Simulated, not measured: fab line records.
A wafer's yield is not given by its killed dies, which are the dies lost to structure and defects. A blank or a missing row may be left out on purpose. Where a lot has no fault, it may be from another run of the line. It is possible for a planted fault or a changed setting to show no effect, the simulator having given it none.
Which tool was responsible? :: flow sky130 :: 13 lots, 39 wafers sampled, at 3 steps of a route of 708

WHAT THE GAUGES READ, wafer by wafer
SKY_METAL4_CD_MEAS_13: the cd target is 300 nm. Usual: cd_nm at 299.9 nm, with a standard deviation of 1.6.
lot: L985
measured: day 41 14:02
on: cd_sem-02
cd_nm (nm): 299.1 298.5 297.7
flag: 

lot: L986
measured: day 42 01:22
on: cd_sem-02
cd_nm (nm): 302.7 302.3 303.2
flag: 

lot: L994
measured: day 44 12:03
on: cd_sem-01
cd_nm (nm): 297.3 299.0 298.1
flag: 

lot: L995
measured: day 44 18:08
on: cd_sem-02
cd_nm (nm): 299.5 299.6 300.5
flag: 

lot: L996
measured: day 44 23:08
on: cd_sem-02
cd_nm (nm): 301.5 302.8 301.5
flag: 

lot: L997
measured: day 45 06:25
on: cd_sem-02
cd_nm (nm): 299.6 299.0 299.5
flag: 

lot: L100
measured: day 46 02:22
on: cd_sem-02
cd_nm (nm): 297.9 299.2 297.7
flag: 

lot: L101
measured: day 46 06:17
on: cd_sem-02
cd_nm (nm): 299.7 299.7 300.7
flag: 

lot: L103
measured: day 46 20:02
on: cd_sem-02
cd_nm (nm): 297.0 296.2 297.7
flag: 

lot: L105
measured: day 47 11:32
on: cd_sem-02
cd_nm (nm): 299.1 297.4 298.7
flag: 

lot: L106
measured: day 47 12:13
on: cd_sem-02
cd_nm (nm): 298.5 298.9 298.9
flag: 

lot: L107
measured: day 47 14:34
on: cd_sem-01
cd_nm (nm): 299.4 299.8 299.5
flag: 

lot: L108
measured: day 47 18:11
on: cd_sem-02
cd_nm (nm): 301.7 301.7 299.6
flag: 

SKY_PASSIVATION_THK_MEAS_03. Usual: for PASSIVATION_CVD_02_THK the level is 536 nm and the standard deviation is 7.8.
lot: L985
measured: day 43 15:26
on: film_metro-02
PASSIVATION_CVD_02_THK (nm): 537 544 542
flag: 

lot: L986
measured: day 44 04:19
on: film_metro-01
PASSIVATION_CVD_02_THK (nm): 529 535 548
flag: 

lot: L994
measured: day 46 09:53
on: film_metro-01
PASSIVATION_CVD_02_THK (nm): 532 560 542
flag: 

lot: L995
measured: day 46 16:45
on: film_metro-01
PASSIVATION_CVD_02_THK (nm): 543 546 528
flag: 

lot: L996
measured: day 46 21:08
on: film_metro-02
PASSIVATION_CVD_02_THK (nm): 543 538 538
flag: 

lot: L997
measured: day 47 04:25
on: film_metro-01
PASSIVATION_CVD_02_THK (nm): 539 532 535
flag: 

lot: L100
measured: day 47 23:23
on: film_metro-04
PASSIVATION_CVD_02_THK (nm): 535 539 541
flag: 

lot: L101
measured: day 48 02:12
on: film_metro-01
PASSIVATION_CVD_02_THK (nm): 534 540 552
flag: 

lot: L103
measured: day 48 15:05
on: film_metro-02
PASSIVATION_CVD_02_THK (nm): 535 545 548
flag: 

lot: L105
measured: day 49 05:28
on: film_metro-04
PASSIVATION_CVD_02_THK (nm): 534 529 536
flag: 

lot: L106
measured: day 49 05:41
on: film_metro-01
PASSIVATION_CVD_02_THK (nm): 529 537 539
flag: 

lot: L107
measured: day 49 08:13
on: film_metro-02
PASSIVATION_CVD_02_THK (nm): 529 527 540
flag: 

lot: L108
measured: day 49 11:32
on: film_metro-04
PASSIVATION_CVD_02_THK (nm): 529 527 541
flag: 

WHICH TOOL RAN EACH LOT (tool, then ch and the chambers of the sampled wafers, then the start)
lot: L985
SKY_LDD_P_STRIP_10: plasma_asher-02 ch 0,1, day 18 17:47

lot: L986
SKY_LDD_P_STRIP_10: plasma_asher-02 ch 0,1, day 19 11:25

lot: L994
SKY_LDD_P_STRIP_10: plasma_asher-03 ch 0,1, day 22 15:27

lot: L995
SKY_LDD_P_STRIP_10: plasma_asher-02 ch 0,1, day 23 00:05

lot: L996
SKY_LDD_P_STRIP_10: plasma_asher-02 ch 0,1, day 23 05:43

lot: L997
SKY_LDD_P_STRIP_10: plasma_asher-02 ch 0,1, day 23 16:14

lot: L100
SKY_LDD_P_STRIP_10: plasma_asher-01 ch 0,1, day 24 12:58

lot: L101
SKY_LDD_P_STRIP_10: plasma_asher-01 ch 0,1, day 24 22:40

lot: L103
SKY_LDD_P_STRIP_10: plasma_asher-03 ch 0,1, day 25 16:31

lot: L105
SKY_LDD_P_STRIP_10: plasma_asher-03 ch 0,1, day 26 15:26

lot: L106
SKY_LDD_P_STRIP_10: plasma_asher-01 ch 0,1, day 26 17:10

lot: L107
SKY_LDD_P_STRIP_10: plasma_asher-03 ch 0,1, day 26 21:01

lot: L108
SKY_LDD_P_STRIP_10: plasma_asher-02 ch 0,1, day 27 03:19
- SKY_LDD_P_STRIP_10: strips in O2/N2.

AS READ BY THE TOOLS THEMSELVES (means over the sampled wafers that have a number; for cases with no such wafer, the mark the record gives instead)
SKY_LDD_P_STRIP_10. Usual: drypump_motor_current_A 5.7 A, standard deviation 0.58; oes_product_au 0.716 a.u., standard deviation 0.0043; strip_time_to_endpoint_s 14.21 s, standard deviation 0.044.
lot: L985
tool: plasma_asher-02
drypump_motor_current_A (A): 6.2
oes_product_au (a.u.): 0.714
strip_time_to_endpoint_s (s): 14.16
flag: 

lot: L986
tool: plasma_asher-02
drypump_motor_current_A (A): 6.2
oes_product_au (a.u.): 0.717
strip_time_to_endpoint_s (s): 14.22
flag: 

lot: L994
tool: plasma_asher-03
drypump_motor_current_A (A): 6.0
oes_product_au (a.u.): 0.715
strip_time_to_endpoint_s (s): 14.21
flag: 

lot: L995
tool: plasma_asher-02
drypump_motor_current_A (A): 6.2
oes_product_au (a.u.): 0.717
strip_time_to_endpoint_s (s): 14.20
flag: 

lot: L996
tool: plasma_asher-02
drypump_motor_current_A (A): 6.2
oes_product_au (a.u.): 0.713
strip_time_to_endpoint_s (s): 14.29
flag: 

lot: L997
tool: plasma_asher-02
drypump_motor_current_A (A): 6.0
oes_product_au (a.u.): 0.717
strip_time_to_endpoint_s (s): 14.27
flag: 

lot: L100
tool: plasma_asher-01
drypump_motor_current_A (A): 4.9
oes_product_au (a.u.): 0.716
strip_time_to_endpoint_s (s): 14.18
flag: 

lot: L101
tool: plasma_asher-01
drypump_motor_current_A (A): 4.9
oes_product_au (a.u.): 0.714
strip_time_to_endpoint_s (s): 14.27
flag: 

lot: L103
tool: plasma_asher-03
drypump_motor_current_A (A): 6.0
oes_product_au (a.u.): 0.719
strip_time_to_endpoint_s (s): 14.21
flag: 

lot: L105
tool: plasma_asher-03
drypump_motor_current_A (A): 6.0
oes_product_au (a.u.): 0.715
strip_time_to_endpoint_s (s): 14.14
flag: 

lot: L106
tool: plasma_asher-01
drypump_motor_current_A (A): 4.9
oes_product_au (a.u.): 0.718
strip_time_to_endpoint_s (s): 14.22
flag: 

lot: L107
tool: plasma_asher-03
drypump_motor_current_A (A): 6.0
oes_product_au (a.u.): 0.713
strip_time_to_endpoint_s (s): 14.24
flag: 

lot: L108
tool: plasma_asher-02
drypump_motor_current_A (A): 6.0
oes_product_au (a.u.): 0.712
strip_time_to_endpoint_s (s): 14.15
flag: 

THE ANSWER, worked out from the rows above alone
Rule: a lot counts as off when the mean over its wafers that have a number is more than 3 standard deviations away from the usual mean. Also off: a lot with no number at a reading for which 4 or more lots have one. All remaining lots with rows at the step are treated as sound. Order of review: gauges by route order, followed by the tools' own readings, for which a lot's mean as printed above is used. At the first step where some lot is off, the reading lying furthest off is the one used; lots without a number count as furthest.
Nothing can be told from this: no lot is off at any reading shown.

WHAT WAS PUT IN BY THE SIMULATOR
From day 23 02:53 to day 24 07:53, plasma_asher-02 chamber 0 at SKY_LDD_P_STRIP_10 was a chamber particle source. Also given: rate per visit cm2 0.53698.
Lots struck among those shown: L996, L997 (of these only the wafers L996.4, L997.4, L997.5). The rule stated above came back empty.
